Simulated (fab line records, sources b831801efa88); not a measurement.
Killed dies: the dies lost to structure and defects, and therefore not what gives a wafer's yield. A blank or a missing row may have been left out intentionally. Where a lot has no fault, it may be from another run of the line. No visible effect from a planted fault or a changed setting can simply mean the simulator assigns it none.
Which tool was responsible?    flow sky130    14 lots with 42 wafers sampled at 4 steps, on a route of 708 steps

## WHAT EACH GAUGE READ, for each wafer
SKY_VT_ADJUST_NCORE_OVL_MEAS_08.
lot   measured      on          VT_ADJUST_NCORE_OVL (nm)
L455  day 8 22:28   overlay-02  0.0 -0.8 1.7
L456  day 9 15:30   overlay-02  -0.8 -2.1 -3.2
L458  day 9 18:22   overlay-02  1.1 2.5 -0.2
L457  day 9 19:07   overlay-02  -1.3 -2.2 -1.3
L459  day 10 09:25  overlay-01  3.8 0.1 1.6
L460  day 10 22:22  overlay-01  3.1 -0.5 0.7
L462  day 11 05:22  overlay-01  1.4 -0.9 -1.1
L461  day 11 06:25  overlay-02  1.1 -2.1 -0.4
L463  day 11 07:19  overlay-02  -1.0 -1.3 -1.1
L466  day 12 03:46  overlay-02  0.4 1.5 -1.1
L473  day 14 01:29  overlay-02  -2.4 -0.2 -2.4
L474  day 14 12:24  overlay-01  -0.4 0.1 2.7
L475  day 14 18:55  overlay-01  0.7 1.8 0.6
L477  day 15 17:56  overlay-02  -1.4 -1.4 -1.2

SKY_VT_ADJUST_HVTR_CD_MEAS_07 targets a cd of 380 nm.
lot   measured      on        cdNm (nm)
L455  day 9 19:46   cdSem-01  385.6 383.1 381.7
L456  day 10 13:30  cdSem-02  378.1 377.4 375.9
L458  day 10 16:14  cdSem-02  380.0 378.6 376.9
L457  day 10 17:18  cdSem-02  376.7 375.3 374.4
L459  day 11 08:04  cdSem-02  378.2 378.7 377.1
L460  day 11 22:15  cdSem-01  376.5 378.0 378.6
L462  day 12 05:44  cdSem-02  382.0 379.6 381.1
L461  day 12 07:09  cdSem-02  377.1 381.5 378.8
L463  day 12 07:35  cdSem-01  379.3 375.8 380.1
L466  day 13 04:23  cdSem-01  376.9 377.4 376.3
L473  day 15 03:12  cdSem-01  373.6 377.2 377.0
L474  day 15 15:38  cdSem-02  377.1 380.5 381.4
L475  day 15 21:30  cdSem-02  377.8 378.8 379.7
L477  day 16 22:00  cdSem-01  379.0 379.0 381.2

SKY_SONOS_ONO_THK_MEAS_01.
lot   measured      on            SONOS_ONO_OXIDATION_THK (nm)
L455  day 11 20:29  filmMetro-02  2.61 2.69 2.71
L456  day 12 15:28  filmMetro-02  2.57 2.66 2.58
L458  day 12 19:42  filmMetro-03  2.59 2.59 2.61
L457  day 12 19:41  filmMetro-04  2.51 2.59 2.55
L459  day 13 12:04  filmMetro-03  2.68 2.65 2.66
L460  day 14 02:29  filmMetro-02  2.60 2.60 2.56
L462  day 14 11:19  filmMetro-04  2.68 2.64 2.67
L461  day 14 13:48  filmMetro-04  2.62 2.56 2.62
L463  day 14 13:48  filmMetro-02  2.67 2.67 2.70
L466  day 15 13:19  filmMetro-04  2.57 2.61 2.54
L473  day 17 14:41  filmMetro-02  2.63 2.65 2.59
L474  day 18 04:55  filmMetro-03  2.60 2.57 2.60
L475  day 18 10:00  filmMetro-02  2.55 2.58 2.53
L477  day 19 12:33  filmMetro-02  2.63 2.61 2.65

## TOOL THAT RAN EACH LOT (tool first, then ch and the chambers of the sampled wafers, then the start)
lot   SKY_SONOS_TUNNEL_SOFTBAKE_03
L455  lithoTrack-04 ch 0, day 11 06:02
L456  lithoTrack-01 ch 0, day 12 01:11
L458  lithoTrack-01 ch 0, day 12 04:40
L457  lithoTrack-02 ch 0, day 12 05:42
L459  lithoTrack-04 ch 0, day 12 21:41
L460  lithoTrack-01 ch 0, day 13 11:08
L462  lithoTrack-01 ch 0, day 13 19:19
L461  lithoTrack-02 ch 0, day 13 21:51
L463  lithoTrack-01 ch 0, day 13 21:56
L466  lithoTrack-01 ch 0, day 14 19:50
L473  lithoTrack-02 ch 0, day 16 21:21
L474  lithoTrack-01 ch 0, day 17 10:47
L475  lithoTrack-01 ch 0, day 17 15:47
L477  lithoTrack-01 ch 0, day 18 17:55
- SKY_SONOS_TUNNEL_SOFTBAKE_03: time 60 s.

## AS READ BY THE TOOLS THEMSELVES (means over the sampled wafers that have a number; for cases with no such wafer, the mark the record gives instead)
SKY_SONOS_TUNNEL_SOFTBAKE_03.
lot   tool           runLengthS (s)
L455  lithoTrack-04  88.89
L456  lithoTrack-01  89.17
L458  lithoTrack-01  89.20
L457  lithoTrack-02  88.94
L459  lithoTrack-04  88.87
L460  lithoTrack-01  89.21
L462  lithoTrack-01  101.73
L461  lithoTrack-02  88.98
L463  lithoTrack-01  101.79
L466  lithoTrack-01  101.81
L473  lithoTrack-02  88.98
L474  lithoTrack-01  89.18
L475  lithoTrack-01  89.27
L477  lithoTrack-01  89.25

## THE ANSWER, worked out from the rows above alone
Rule: the usual values come from the lots themselves. Put in order of their means at a reading, lots are off if they are a third of the lots or fewer, leave a main group of 4 or more, and stand apart from it by a gap of 3 or more times the standard deviation of the main group's means; of several such gaps the widest counts. The tables above print the reading to a certain number of digits; a main group whose means all agree to those digits is not used. Also off: a lot with no number at a reading for which 4 or more lots have one. Any other lot the step has rows for is counted as sound. Order of review: gauges by route order, followed by the tools' own readings, for which a lot's mean as printed above is used. At the first step where some lot is off, the reading lying furthest off is the one used; lots without a number count as furthest.
Off: L462, L463, L466 (SKY_SONOS_TUNNEL_SOFTBAKE_03, runLengthS). The main group has a mean of 89.09 s with a standard deviation of 0.15.
A tool fits if, at that step or a process step before it, it ran every lot that is off, and no sound lot after the first of them. Not one of the candidates tried fits.

## WHAT HAD BEEN PUT IN BY THE SIMULATOR
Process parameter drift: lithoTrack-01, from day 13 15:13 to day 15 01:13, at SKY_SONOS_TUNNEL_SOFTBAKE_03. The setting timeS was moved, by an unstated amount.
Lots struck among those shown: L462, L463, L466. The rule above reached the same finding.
